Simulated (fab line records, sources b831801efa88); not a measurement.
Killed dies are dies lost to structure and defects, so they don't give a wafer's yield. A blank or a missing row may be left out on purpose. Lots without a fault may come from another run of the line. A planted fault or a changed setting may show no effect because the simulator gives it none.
fab line records | flow sky130
record lots=6 wafers=18 last_day=50
route steps=708 shown SD_N@344 SD_P@359 RES_XHIGH@360 PAD_OPEN@708
lots that met no fault: from a run of the same line without faults
start_h: hours from the record's first day to the start of the lot's first wafer shown | wait_h: hours since the lot's step before | " the same as in the row above | L1.1+2: a row that stands for several wafers | - no value, or no start given | * or withheld: withheld | < > ~ a bound
route shown NAME@n: a module of which the file shows steps, and the number in the route of the first | usual: mean/standard deviation of fault-free wafers | same: alike in all rows | chamber/n: place in a boat | sites: the reading at each site | _std_site: their standard deviation | _edge_site: outer sites' mean less inner sites' | radius_mm: how far each site lies from the wafer's centre | mask NAME#n: copy n | behind: the tool/chamber that last shaped the wafer | hold: why the lot was held/for how many hours/how that ended | device: the transistor (n, p or np) that didn't switch | end of line: the same wafers' tests at the end of the route | a step without rows: its recipe alone | killed: dies lost to structure and defects at the first sort, not the wafer's yield | map: a wafer's dies, x killed, . not, _ none there
set.NAME: the setting as run; set.NAME@STEP: as run at that earlier step | model.NAME: the simulator's own value behind a step, which no gauge read
lots at some steps of the route; a table a step, a row a wafer
services: from which hour (start_h, from the record's first day; less than 0 if before it) a tool's chamber was out of use, for how many hours, and why
## steps
# step SKY_SD_N_COAT_02
# recipe resist=NOVOLAK spin_rpm=3000 resist_thk_nm=1140
# step SKY_SD_N_SOFTBAKE_03
# recipe temp_c=90 time_s=60 resist=NOVOLAK
# step SKY_SD_N_EXPOSE_04
# recipe mask_id=NSDM na=0.6 source_shape=conventional sigma_outer=0.6 polarization=unpolarized target_cd_nm=380 dose_mj=141
# step SKY_SD_N_PEB_05
# recipe temp_c=withheld time_s=* resist=NOVOLAK
# step SKY_SD_N_DEVELOP_06
# recipe resist=NOVOLAK developer=TMAH develop_time_s=60 dev_temp_c=23
# step SKY_SD_N_CD_MEAS_07
# recipe target_cd_nm=380
# usual cd_nm=379.6/2.3
# columns lot.wafer tool chamber start_h wait_h cd_nm
L626.3 cd_sem-02 - 705.35 0.1 373.5
L626.4 " - " " 375.4
L626.5 " - " " 373.9
L628.2 cd_sem-01 - 718.84 0.1 378.7
L628.4 " - " " 380.5
L628.5 " - " " 381.1
L629.1 cd_sem-01 - 728.41 0.1 380.2
L629.5 " - " " 377.6
L629.6 " - " " 378.9
L636.2 cd_sem-02 - 781.42 0.1 380.2
L636.3 " - " " 381.4
L636.5 " - " " 381.7
L638.1 cd_sem-01 - 790.35 0.1 379.7
L638.5 " - " " 378.3
L638.6 " - " " 379.4
L643.1 cd_sem-02 - 830.47 0.1 379.8
L643.2 " - " " 382.6
L643.3 " - " " 380.0
# step SKY_SD_N_OVL_MEAS_08
# usual SD_N_OVL=0.5/1.4
# columns lot.wafer tool chamber start_h wait_h SD_N_OVL[nm]
L626.3 overlay-01 - 705.44 0.1 4.1
L626.4 " - " " 0.6
L626.5 " - " " 1.4
L628.2 overlay-02 - 718.94 0.1 0.8
L628.4 " - " " -1.4
L628.5 " - " " -1.9
L629.1 overlay-02 - 728.53 0.1 0.8
L629.5 " - " " 0.5
L629.6 " - " " 0.5
L636.2 overlay-02 - 781.53 0.1 -1.1
L636.3 " - " " -0.9
L636.5 " - " " -0.1
L638.1 overlay-01 - 790.47 0.1 1.1
L638.5 " - " " 3.0
L638.6 " - " " 2.7
L643.1 overlay-02 - 830.59 0.1 -0.3
L643.2 " - " " -1.3
L643.3 " - " " -1.0
# step SKY_SD_N_IMPLANT_09
# recipe species=As energy_kev=50 dose_cm2=4e+15 tilt_deg=0
# step SKY_SD_N_IMPLANT_10
# recipe species=P energy_kev=20 dose_cm2=1e+14 tilt_deg=0
# step SKY_SD_N_STRIP_11
# recipe chemistry=O2/N2 power_w=1400 pressure_mtorr=1500 platen_temp_c=withheld o2_flow_sccm=3000 n2_flow_sccm=300 overash_fraction=0.5
# usual drypump_motor_current_A=6.1/0.44 oes_product_au=0.527/0.0044 strip_time_to_endpoint_s=22.56/0.049
# columns lot.wafer tool chamber start_h wait_h drypump_motor_current_A oes_product_au rf_hours_counter_h strip_time_to_endpoint_s
L626.3 plasma_asher-03 1 705.80 0.1 6.4 0.526 - 22.62
L626.4 " 0 " " 5.7 0.520 - 22.59
L626.5 " 1 " " 6.4 0.525 - 22.56
L628.2 plasma_asher-03 1 719.27 0.1 6.4 0.526 103 22.65
L628.4 " 0 " " 5.6 0.533 - 22.63
L628.5 " 1 " " 6.4 0.532 - 22.60
L629.1 plasma_asher-03 1 728.87 0.1 6.4 0.520 104 22.57
L629.5 " 1 " " 6.4 0.532 - 22.53
L629.6 " 0 " " 5.7 0.529 - 22.53
L636.2 plasma_asher-03 1 781.86 0.1 6.4 0.524 4 22.66
L636.3 " 1 " " 6.4 0.525 - 22.61
L636.5 " 1 " " 6.4 0.529 - 22.61
L638.1 plasma_asher-03 1 790.81 0.1 6.4 0.530 5 22.61
L638.5 " 1 " " 6.4 0.521 - 22.55
L638.6 " 0 " " 5.7 0.527 - 22.53
L643.1 plasma_asher-02 1 830.92 0.1 5.4 0.539 63 22.58
L643.2 " 0 " " 6.0 0.536 63 22.60
L643.3 " 0 " " 6.0 0.532 - 22.57
# step SKY_SD_N_TW_MEAS_12
# usual SD_N_TW=4015/27
# columns lot.wafer tool chamber start_h wait_h SD_N_TW
L626.3 film_metro-01 - 705.89 0.1 3993
L626.4 " - " " 3995
L626.5 " - " " 3984
L628.2 film_metro-02 - 719.38 0.1 3997
L628.4 " - " " 4023
L628.5 " - " " 4019
L629.1 film_metro-02 - 728.97 0.1 3985
L629.5 " - " " 4026
L629.6 " - " " 4047
L636.2 film_metro-04 - 781.97 0.1 4021
L636.3 " - " " 4021
L636.5 " - " " 4019
L638.1 film_metro-01 - 790.91 0.1 3995
L638.5 " - " " 3995
L638.6 " - " " 4011
L643.1 film_metro-02 - 831.02 0.1 4004
L643.2 " - " " 4000
L643.3 " - " " 4019
# step SKY_SD_N_CLEAN_13
# recipe chemistry=SC1/SC2 mix=1:4:20 temp_c=70 time_s=150 dry=n2_spin
# step SKY_SD_N_RTA_14
# recipe temp_c=1075 time_s=2 idle_temp_c=650 ramp_up_c_per_s=150 ramp_down_c_per_s=90 ambient=N2
# usual lamp_power_pct=15.73/0.048 ramp_up_c_per_s=150.00/0.026 wafer_temp_C_max=1078.0/1.3
# columns lot.wafer tool chamber start_h wait_h lamp_power_pct ramp_up_c_per_s wafer_temp_C_max
L626.3 rtp_anneal-01 0 706.00 0.0 14.60 149.99 1079.3
L626.4 " 0 " " 14.65 149.97 1077.5
L626.5 " 0 " " 14.62 150.05 1077.9
L628.2 rtp_anneal-01 0 719.49 0.0 14.53 150.00 1076.4
L628.4 " 0 " " 14.61 149.94 1077.0
L628.5 " 0 " " 14.62 150.01 1077.0
L629.1 rtp_anneal-02 0 729.13 0.0 15.72 150.03 1075.7
L629.5 " 0 " " 15.70 149.99 1077.2
L629.6 " 0 " " 15.69 149.95 1077.9
L636.2 rtp_anneal-01 0 782.13 0.0 15.69 149.97 1078.1
L636.3 " 0 " " 15.72 150.01 1077.2
L636.5 " 0 " " 15.80 149.99 1078.0
L638.1 rtp_anneal-01 0 791.02 0.0 15.84 150.01 1076.9
L638.5 " 0 " " 15.72 149.99 1079.7
L638.6 " 0 " " 15.66 150.00 1078.2
L643.1 rtp_anneal-02 0 831.14 0.0 15.73 150.01 1077.7
L643.2 " 0 " " 15.74 150.05 1080.2
L643.3 " 0 " " 15.81 149.97 1076.8
# step SKY_SD_N_RS_MEAS_16
# recipe thk_meas_gauge=four-point-probe
# usual SD_N_RS=68.57/0.14
# columns lot.wafer tool chamber start_h wait_h SD_N_RS[ohm/sq]
L626.3 film_metro-02 - 706.19 0.1 73.51
L626.4 " - " " 73.45
L626.5 " - " " 73.54
L628.2 film_metro-04 - 719.68 0.1 73.52
L628.4 " - " " 73.50
L628.5 " - " " 73.38
L629.1 film_metro-02 - 729.31 0.1 68.50
L629.5 " - " " 68.61
L629.6 " - " " 68.59
L636.2 film_metro-02 - 782.31 0.1 68.56
L636.3 " - " " 68.55
L636.5 " - " " 68.51
L638.1 film_metro-02 - 791.19 0.1 68.45
L638.5 " - " " 68.54
L638.6 " - " " 68.43
L643.1 film_metro-04 - 831.31 0.1 68.59
L643.2 " - " " 68.62
L643.3 " - " " 68.56
# step SKY_SD_N_RS_MEAS_17
# recipe thk_meas_gauge=four-point-probe
# usual SD_P_RS=147.1/0.37
# columns lot.wafer tool chamber start_h wait_h SD_P_RS[ohm/sq]
L626.3 film_metro-02 - 706.31 0.1 176.9
L626.4 " - " " 177.2
L626.5 " - " " 177.5
L628.2 film_metro-04 - 719.80 0.1 177.2
L628.4 " - " " 177.3
L628.5 " - " " 176.9
L629.1 film_metro-02 - 729.43 0.1 146.9
L629.5 " - " " 147.1
L629.6 " - " " 146.8
L636.2 film_metro-02 - 782.43 0.1 147.4
L636.3 " - " " 147.0
L636.5 " - " " 147.5
L638.1 film_metro-02 - 791.31 0.1 146.5
L638.5 " - " " 147.2
L638.6 " - " " 146.7
L643.1 film_metro-04 - 831.43 0.1 147.1
L643.2 " - " " 147.7
L643.3 " - " " 147.1
# step SKY_SD_N_RS_MEAS_18
# recipe thk_meas_gauge=four-point-probe
# usual RES_XHIGH_RS=333.4/1.5
# columns lot.wafer tool chamber start_h wait_h RES_XHIGH_RS[ohm/sq]
L626.3 film_metro-02 - 706.43 0.1 335.3
L626.4 " - " " 334.9
L626.5 " - " " 335.9
L628.2 film_metro-04 - 719.92 0.1 337.2
L628.4 " - " " 336.4
L628.5 " - " " 336.5
L629.1 film_metro-02 - 729.55 0.1 334.9
L629.5 " - " " 333.4
L629.6 " - " " 334.1
L636.2 film_metro-02 - 782.55 0.1 332.2
L636.3 " - " " 332.8
L636.5 " - " " 333.4
L638.1 film_metro-02 - 791.43 0.1 332.9
L638.5 " - " " 332.1
L638.6 " - " " 331.8
L643.1 film_metro-04 - 831.55 0.1 330.9
L643.2 " - " " 330.4
L643.3 " - " " 329.0
# step SKY_PAD_OPEN_PROBE_99
# usual killed_at_M0_to_M3=44/6.8 killed_at_M4_up=2.9/1.7 killed_at_contacts=24/5.2 killed_at_front_end=15/4 killed_at_other=0.2/0.44 killed_dies=86/9.9 killed_open=47/7.9 killed_short=39/6.3
# same gross_dies=492 killed_at_back_side=0
# columns lot.wafer tool chamber start_h wait_h killed_at_M0_to_M3 killed_at_M4_up killed_at_contacts killed_at_front_end killed_at_other killed_dies killed_open killed_short model.etest.res_xhigh_po.line_ohm_um model.etest.res_xhigh_po.rs_ohm_sq model.etest.pfet_01v8.r_on_ohm_um model.etest.tip_p.rs_ohm_sq model.etest.res_pdiff.line_ohm_um model.etest.res_high_po.line_ohm_um model.etest.licon_high_po.rc_ohm model.etest.pfet_g5v0d10v5.r_on_ohm_um
L626.3 prober-01 - 1119.83 0.2 38 1 24 14 0 77 47 30 8083 2827 3279 7256 1694 1002 552 4948
L626.4 prober-01 - 1119.88 0.2 45 1 25 11 0 82 44 38 7993 2801 3299 7224 1678 1001 543.9 4901
L626.5 prober-01 - 1119.93 0.2 45 3 26 12 0 86 50 35 7704 2719 3279 7228 1640 995.9 538.5 4877
L628.2 prober-01 - 1127.60 0.1 45 2 22 9 2 80 42 38 8100 2835 3339 7396 1639 992.4 542.9 4938
L628.4 prober-01 - 1127.70 0.2 40 1 17 15 2 75 41 34 7902 2786 3291 7395 1686 995.6 554.4 4873
L628.5 prober-01 - 1127.75 0.2 38 3 15 16 0 72 39 33 8548 2923 3288 7330 1653 1021 584.6 4912
L629.1 prober-02 - 1138.79 0.1 46 4 28 17 0 95 52 43 5583 1994 2978 7022 1400 736.5 347.4 4837
L629.5 prober-02 - 1138.99 0.2 45 4 33 18 0 100 46 53 5413 1876 2973 6985 1382 725 339.7 4833
L629.6 prober-02 - 1139.04 0.2 44 0 21 19 0 84 44 40 5735 2017 2997 6994 1402 759.6 348 4915
L636.2 prober-01 - 1173.58 0.1 40 4 29 14 1 88 43 45 5540 1971 2788 6710 1347 740.1 344.2 4650
L636.3 prober-01 - 1173.63 0.2 47 4 17 13 0 81 37 43 5583 1945 2822 6728 1362 736.3 355.7 4688
L636.5 prober-01 - 1173.73 0.2 48 2 14 16 0 80 46 34 5679 2004 2846 6771 1349 740.9 345.1 4650
L638.1 prober-01 - 1178.43 0.1 52 2 25 15 1 95 48 46 5647 1975 2918 7017 1376 763 354.4 4733
L638.5 prober-01 - 1178.63 0.2 43 0 22 15 0 80 37 43 5925 2057 2982 6922 1382 775.7 361.3 4858
L638.6 prober-01 - 1178.68 0.2 33 5 21 10 0 69 41 28 5552 1926 2974 7015 1325 741.9 348.5 4790
L643.1 prober-02 - 1202.69 0.1 50 5 27 18 1 101 59 42 5939 2043 2873 6984 1374 774.6 373.4 4757
L643.2 prober-02 - 1202.74 0.1 43 3 20 17 0 83 52 31 5511 1916 2945 6944 1389 747.1 341.9 4742
L643.3 prober-02 - 1202.79 0.2 43 2 26 17 0 88 56 32 5478 1899 2922 6962 1328 735 346.7 4722
# killed by level:class
L626.3 VIA1:geometric_particle:open=13 CONTACT:geometric_particle:open=12 FIELD_ISO:geometric_particle:open=8 METAL1:geometric_particle:short=7 FIELD_ISO:geometric_particle:short=4 LI_CONTACT:geometric_particle:open=4 CONTACT:geometric_particle:short=4 VIA1:geometric_particle:short=3
L626.4 VIA1:geometric_particle:open=10 LI_CONTACT:geometric_particle:open=8 CONTACT:geometric_particle:open=8 METAL1:geometric_particle:short=5 VIA1:geometric_particle:short=5 METAL2:geometric_particle:short=5 VIA2:geometric_particle:open=5 METAL3:geometric_particle:short=4
L626.5 VIA1:geometric_particle:open=13 CONTACT:geometric_particle:open=11 VIA3:geometric_particle:open=9 LI_CONTACT:geometric_particle:open=6 METAL1:geometric_particle:short=5 VIA1:geometric_particle:short=5 FIELD_ISO:geometric_particle:open=4 METAL2:geometric_particle:short=4
L628.2 VIA1:geometric_particle:open=8 VIA2:geometric_particle:open=8 VIA3:geometric_particle:open=8 CONTACT:geometric_particle:open=7 LOCAL_INTERCONNECT:geometric_particle:short=6 CONTACT:geometric_particle:short=4 METAL1:geometric_particle:short=4 VIA1:geometric_particle:short=4
L628.4 VIA1:geometric_particle:open=11 FIELD_ISO:geometric_particle:open=6 LI_CONTACT:geometric_particle:open=6 VIA1:geometric_particle:short=5 VIA2:geometric_particle:open=5 VIA3:geometric_particle:short=5 CONTACT:geometric_particle:short=4 VIA3:geometric_particle:open=4
L628.5 VIA3:geometric_particle:open=10 CONTACT:geometric_particle:open=7 METAL2:geometric_particle:short=6 VIA1:geometric_particle:open=5 POLY_GATE:geometric_particle:open=4 SPACER:geometric_particle:short=4 CONTACT:geometric_particle:short=3 LOCAL_INTERCONNECT:geometric_particle:open=3
L629.1 VIA1:geometric_particle:open=13 VIA3:geometric_particle:open=11 CONTACT:geometric_particle:open=10 VIA1:geometric_particle:short=10 LOCAL_INTERCONNECT:geometric_particle:short=8 FIELD_ISO:geometric_particle:open=5 FIELD_ISO:geometric_particle:short=4 LI_CONTACT:geometric_particle:open=4
L629.5 VIA1:geometric_particle:open=16 LOCAL_INTERCONNECT:geometric_particle:short=9 LI_CONTACT:geometric_particle:short=8 LI_CONTACT:geometric_particle:open=7 VIA2:geometric_particle:open=7 VIA1:geometric_particle:short=6 CONTACT:geometric_particle:open=5 METAL1:geometric_particle:short=5
L629.6 CONTACT:geometric_particle:open=9 VIA1:geometric_particle:open=9 METAL1:geometric_particle:short=7 POLY_GATE:geometric_particle:open=5 POLY_GATE:geometric_particle:short=5 LOCAL_INTERCONNECT:geometric_particle:short=5 LI_CONTACT:geometric_particle:open=5 METAL2:geometric_particle:short=5
L636.2 CONTACT:geometric_particle:open=8 VIA1:geometric_particle:open=7 LI_CONTACT:geometric_particle:open=6 METAL1:geometric_particle:short=6 LI_CONTACT:geometric_particle:short=5 VIA3:geometric_particle:short=5 CONTACT:geometric_particle:short=5 VIA2:geometric_particle:open=5
L636.3 VIA1:geometric_particle:open=12 METAL1:geometric_particle:short=7 VIA2:geometric_particle:open=6 FIELD_ISO:geometric_particle:short=5 LI_CONTACT:geometric_particle:open=5 METAL2:geometric_particle:short=5 LOCAL_INTERCONNECT:geometric_particle:short=4 CONTACT:geometric_particle:short=4
L636.5 VIA1:geometric_particle:open=19 LI_CONTACT:geometric_particle:open=6 VIA2:geometric_particle:open=6 POLY_GATE:geometric_particle:open=5 POLY_GATE:geometric_particle:short=5 METAL2:geometric_particle:short=5 METAL1:geometric_particle:short=5 LOCAL_INTERCONNECT:geometric_particle:short=4
L638.1 METAL2:geometric_particle:short=9 FIELD_ISO:geometric_particle:open=8 VIA1:geometric_particle:open=8 VIA1:geometric_particle:short=8 CONTACT:geometric_particle:open=7 CONTACT:geometric_particle:short=6 VIA2:geometric_particle:open=6 LI_CONTACT:geometric_particle:open=5
L638.5 VIA1:geometric_particle:open=11 VIA1:geometric_particle:short=7 METAL2:geometric_particle:short=6 VIA3:geometric_particle:open=6 FIELD_ISO:geometric_particle:short=5 CONTACT:geometric_particle:short=5 CONTACT:geometric_particle:open=5 METAL3:geometric_particle:short=5
L638.6 VIA1:geometric_particle:open=10 CONTACT:geometric_particle:open=7 LI_CONTACT:geometric_particle:open=5 FIELD_ISO:geometric_particle:open=4 METAL1:geometric_particle:short=4 CONTACT:geometric_particle:short=4 LOCAL_INTERCONNECT:geometric_particle:short=3 VIA1:geometric_particle:short=3
L643.1 VIA1:geometric_particle:open=14 CONTACT:geometric_particle:open=11 LI_CONTACT:geometric_particle:open=8 FIELD_ISO:geometric_particle:open=6 VIA3:geometric_particle:open=6 VIA3:geometric_particle:short=5 VIA1:geometric_particle:short=5 VIA2:geometric_particle:open=5
L643.2 VIA1:geometric_particle:open=11 CONTACT:geometric_particle:open=7 VIA1:geometric_particle:short=7 METAL1:geometric_particle:open=6 VIA2:geometric_particle:open=6 FIELD_ISO:geometric_particle:open=4 LI_CONTACT:geometric_particle:open=4 CONTACT:geometric_particle:short=4
L643.3 VIA1:geometric_particle:open=11 CONTACT:geometric_particle:open=9 VIA3:geometric_particle:open=8 POLY_GATE:geometric_particle:open=7 LOCAL_INTERCONNECT:geometric_particle:short=7 LI_CONTACT:geometric_particle:open=5 METAL1:geometric_particle:short=5 VIA2:geometric_particle:open=4
## services
# columns tool chamber start_h hours kind
plasma_asher-02 - 696.33 14.6 pm
plasma_asher-03 - 733.75 9.0 pm
plasma_asher-03 0 733.75 9.0 vent_cycle
plasma_asher-03 1 733.75 9.0 vent_cycle
plasma_asher-03 0 742.75 - clean
plasma_asher-03 1 742.75 - clean
rtp_anneal-02 - 826.28 4.5 pm
## key
first_sign step=SKY_SD_N_RTA_14 reading=lamp_power_pct direction=down sigmas=24 usual=15.73 struck=14.61
effect step=SKY_SD_N_RS_MEAS_16 reading=SD_N_RS direction=up sigmas=36 usual=68.57 struck=73.48
effect step=SKY_SD_N_RS_MEAS_17 reading=SD_P_RS direction=up sigmas=81 usual=147.1 struck=177.2
effect step=SKY_SD_N_RS_MEAS_18 reading=RES_XHIGH_RS direction=up sigmas=1.8 usual=333.4 struck=336.0
model_effect step=SKY_PAD_OPEN_PROBE_99 value=etest.res_xhigh_po.line_ohm_um without=5755 struck=8055
met_at SKY_SD_N_RTA_14
struck_wafers L626.3,L626.4,L626.5,L628.2,L628.4,L628.5
tester_left_out L626,L628
fault kind=process_parameter_drift tool=rtp_anneal-01 chamber=- onset_h=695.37 steps=SKY_SD_N_RTA_14 channel=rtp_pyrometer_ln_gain offset=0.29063 shape=step end_h=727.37
# tester_left_out: of these lots the tester's yield and bins aren't shown, on N5 and GAA mostly nor the transistor test; their killed dies are dies lost to structure and defects alone, not to doping, threshold or leakage, so they don't give the yield
